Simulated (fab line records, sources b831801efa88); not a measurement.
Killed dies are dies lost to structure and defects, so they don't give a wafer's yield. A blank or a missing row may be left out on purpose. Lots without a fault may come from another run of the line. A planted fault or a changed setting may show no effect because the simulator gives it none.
Which tool did it? | flow sky130 | 14 lots, 42 wafers sampled, at 5 steps of a route of 708

WHAT THE GAUGES READ, wafer by wafer
SKY_POLY_CUT_CD_MEAS_08: target cd 270 nm.
lot  | measured     | on        | cd_nm (nm)
L624 | day 24 05:04 | cd_sem-01 | 271.1 272.1 269.8
L626 | day 24 17:32 | cd_sem-02 | 269.7 271.0 269.5
L629 | day 26 00:32 | cd_sem-01 | 272.6 270.7 271.8
L630 | day 26 03:55 | cd_sem-02 | 270.2 269.0 269.8
L633 | day 27 10:46 | cd_sem-02 | 270.0 269.9 270.8
L635 | day 27 23:37 | cd_sem-01 | 270.7 271.8 271.4
L640 | day 30 10:17 | cd_sem-02 | 268.0 268.8 268.8
L642 | day 30 17:40 | cd_sem-02 | 269.5 272.7 271.9
L641 | day 31 10:04 | cd_sem-01 | 271.2 271.9 272.3
L643 | day 31 10:53 | cd_sem-02 | 272.1 272.9 271.9
L644 | day 31 10:54 | cd_sem-01 | 268.8 269.1 269.7
L646 | day 31 18:03 | cd_sem-02 | 270.9 270.8 272.2
L645 | day 31 18:19 | cd_sem-01 | 269.0 268.7 268.8
L647 | day 32 01:49 | cd_sem-02 | 271.5 270.0 269.7

SKY_RES_XHIGH_TW_MEAS_09.
lot  | measured     | on            | RES_XHIGH_TW
L624 | day 26 16:47 | film_metro-03 | 1629 1622 1620
L626 | day 27 04:45 | film_metro-02 | 1642 1641 1637
L629 | day 28 11:33 | film_metro-02 | 1643 1634 1627
L630 | day 28 13:43 | film_metro-01 | 1652 1651 1653
L633 | day 29 19:52 | film_metro-03 | 1615 1620 1619
L635 | day 30 08:25 | film_metro-03 | 1621 1626 1620
L640 | day 32 17:24 | film_metro-02 | 30 30 30
L642 | day 32 22:20 | film_metro-01 | 1630 1631 1629
L641 | day 33 16:31 | film_metro-02 | 30 30 30
L643 | day 33 16:59 | film_metro-03 | 1629 1624 1628
L644 | day 33 16:43 | film_metro-01 | 1652 1647 1650
L646 | day 33 23:37 | film_metro-03 | 1618 1622 1626
L645 | day 34 00:05 | film_metro-01 | 1636 1632 1638
L647 | day 34 07:05 | film_metro-03 | 1633 1625 1626

SKY_LI_CONTACT_THK_MEAS_01.
lot  | measured     | on            | LI_CONTACT_HDPCVD_THK (nm)
L624 | day 27 23:14 | film_metro-01 | 909 923 918
L626 | day 28 12:37 | film_metro-01 | 941 919 924
L629 | day 29 16:21 | film_metro-03 | 923 930 921
L630 | day 29 19:15 | film_metro-01 | 935 920 928
L633 | day 31 00:53 | film_metro-01 | 911 917 908
L635 | day 31 15:26 | film_metro-02 | 912 927 922
L640 | day 33 20:50 | film_metro-02 | 915 924 907
L642 | day 34 02:20 | film_metro-01 | 939 930 936
L641 | day 34 19:59 | film_metro-03 | 896 911 923
L643 | day 34 20:38 | film_metro-02 | 909 907 897
L644 | day 34 20:17 | film_metro-02 | 928 925 927
L646 | day 35 02:35 | film_metro-02 | 929 922 923
L645 | day 35 02:57 | film_metro-02 | 932 930 920
L647 | day 35 10:14 | film_metro-02 | 924 932 923

WHICH TOOL RAN EACH LOT (tool, then ch and the chambers of the sampled wafers, then the start)
lot  | SKY_RES_XHIGH_EXPOSE_04             | SKY_RES_XHIGH_STRIP_08
L624 | iline_stepper-01 ch 0, day 26 01:50 | plasma_asher-02 ch 0,1, day 26 16:41
L626 | iline_stepper-01 ch 0, day 26 13:47 | plasma_asher-02 ch 0,1, day 27 04:38
L629 | iline_stepper-01 ch 0, day 27 21:06 | plasma_asher-04 ch 0,1, day 28 11:24
L630 | iline_stepper-01 ch 0, day 27 23:41 | plasma_asher-04 ch 0, day 28 13:37
L633 | iline_stepper-01 ch 0, day 29 06:10 | plasma_asher-02 ch 0,1, day 29 19:46
L635 | iline_stepper-02 ch 0, day 29 18:32 | plasma_asher-04 ch 0,1, day 30 08:19
L640 | iline_stepper-01, day 32 03:53      | plasma_asher-04 ch 0,1, day 32 17:17
L642 | iline_stepper-01 ch 0, day 32 08:47 | plasma_asher-01 ch 0,1, day 32 22:14
L641 | iline_stepper-01, day 33 03:41      | plasma_asher-02 ch 0,1, day 33 16:25
L643 | iline_stepper-01 ch 0, day 33 04:29 | plasma_asher-02 ch 0,1, day 33 16:53
L644 | iline_stepper-02 ch 0, day 33 04:17 | plasma_asher-01 ch 0,1, day 33 16:37
L646 | iline_stepper-01 ch 0, day 33 10:44 | plasma_asher-01 ch 0,1, day 33 23:31
L645 | iline_stepper-01 ch 0, day 33 11:11 | plasma_asher-04 ch 0,1, day 33 23:58
L647 | iline_stepper-02 ch 0, day 33 17:40 | plasma_asher-02 ch 0,1, day 34 06:59
- SKY_RES_XHIGH_EXPOSE_04: exposes mask URPM, target cd 1270 nm.
- SKY_RES_XHIGH_STRIP_08: strips in O2/N2.

WHAT THE TOOLS THEMSELVES READ (means of the sampled wafers that have a number; where no wafer has one, the mark that the record gives instead)
SKY_RES_XHIGH_EXPOSE_04.
lot  | tool             | exposure_dose_mJ_cm2 | focus_offset_nm (nm) | stage_vel_mm_s (mm/s)
L624 | iline_stepper-01 | 139.93               | -0.0                 | 499.97
L626 | iline_stepper-01 | 140.09               | -0.1                 | 500.02
L629 | iline_stepper-01 | 140.04               | -0.1                 | 500.08
L630 | iline_stepper-01 | 140.07               | -0.2                 | 500.26
L633 | iline_stepper-01 | 139.94               | 0.4                  | 499.96
L635 | iline_stepper-02 | 139.92               | 0.2                  | 500.16
L640 | iline_stepper-01 | -                    | -                    | -
L642 | iline_stepper-01 | 140.05               | -0.5                 | 499.99
L641 | iline_stepper-01 | -                    | -                    | -
L643 | iline_stepper-01 | 140.17               | -0.2                 | 499.77
L644 | iline_stepper-02 | 139.92               | -0.2                 | 499.89
L646 | iline_stepper-01 | 140.10               | -0.3                 | 499.84
L645 | iline_stepper-01 | 140.08               | -0.5                 | 499.94
L647 | iline_stepper-02 | 139.91               | 0.4                  | 499.89

SKY_RES_XHIGH_STRIP_08.
lot  | tool            | drypump_motor_current_A (A) | oes_product_au (a.u.) | strip_time_to_endpoint_s (s)
L624 | plasma_asher-02 | 6.0                         | 0.710                 | 14.33
L626 | plasma_asher-02 | 6.0                         | 0.710                 | 14.20
L629 | plasma_asher-04 | 5.8                         | 0.717                 | 14.27
L630 | plasma_asher-04 | 6.0                         | 0.709                 | 14.24
L633 | plasma_asher-02 | 5.8                         | 0.720                 | 14.26
L635 | plasma_asher-04 | 5.8                         | 0.717                 | 14.22
L640 | plasma_asher-04 | 5.8                         | 0.707                 | 14.28
L642 | plasma_asher-01 | 5.3                         | 0.710                 | 14.30
L641 | plasma_asher-02 | 5.8                         | 0.712                 | 14.35
L643 | plasma_asher-02 | 5.8                         | 0.709                 | 14.26
L644 | plasma_asher-01 | 5.8                         | 0.711                 | 14.19
L646 | plasma_asher-01 | 5.8                         | 0.713                 | 14.28
L645 | plasma_asher-04 | 5.8                         | 0.709                 | 14.27
L647 | plasma_asher-02 | 5.8                         | 0.712                 | 14.29

THE ANSWER, worked out from the rows above alone
Rule: what is usual is taken from the lots themselves. Put in order of their means at a reading, lots are off if they are a third of the lots or fewer, leave a main group of 4 or more, and stand apart from it by a gap of 3 or more times the standard deviation of the main group's means; of several such gaps the widest counts. A main group whose means are all the same, to the digits that the tables above print for the reading, isn't used. A lot without any number at a reading at which 4 lots or more have one is off too. The other lots that the step has rows for count as sound. The gauges are gone through in route order, then the tools' own readings, and for those a lot's mean is taken as printed above. The first step at which some lot is off is used, and at that step the reading that is off furthest; a lot without a number counts as furthest.
Off: L640, L641, at SKY_RES_XHIGH_TW_MEAS_09 (RES_XHIGH_TW). The main group: mean 1632, standard deviation 10.
A tool fits if, at a process step before that reading, it ran every lot that is off, and no sound lot after the first of them. The gauges at SKY_RES_XHIGH_TW_MEAS_09 aren't tried: what is off there is off at SKY_RES_XHIGH_EXPOSE_04 too, on other tools, and a gauge's error can't cause that. None of those tried fits.

WHAT THE SIMULATOR HAD PUT IN
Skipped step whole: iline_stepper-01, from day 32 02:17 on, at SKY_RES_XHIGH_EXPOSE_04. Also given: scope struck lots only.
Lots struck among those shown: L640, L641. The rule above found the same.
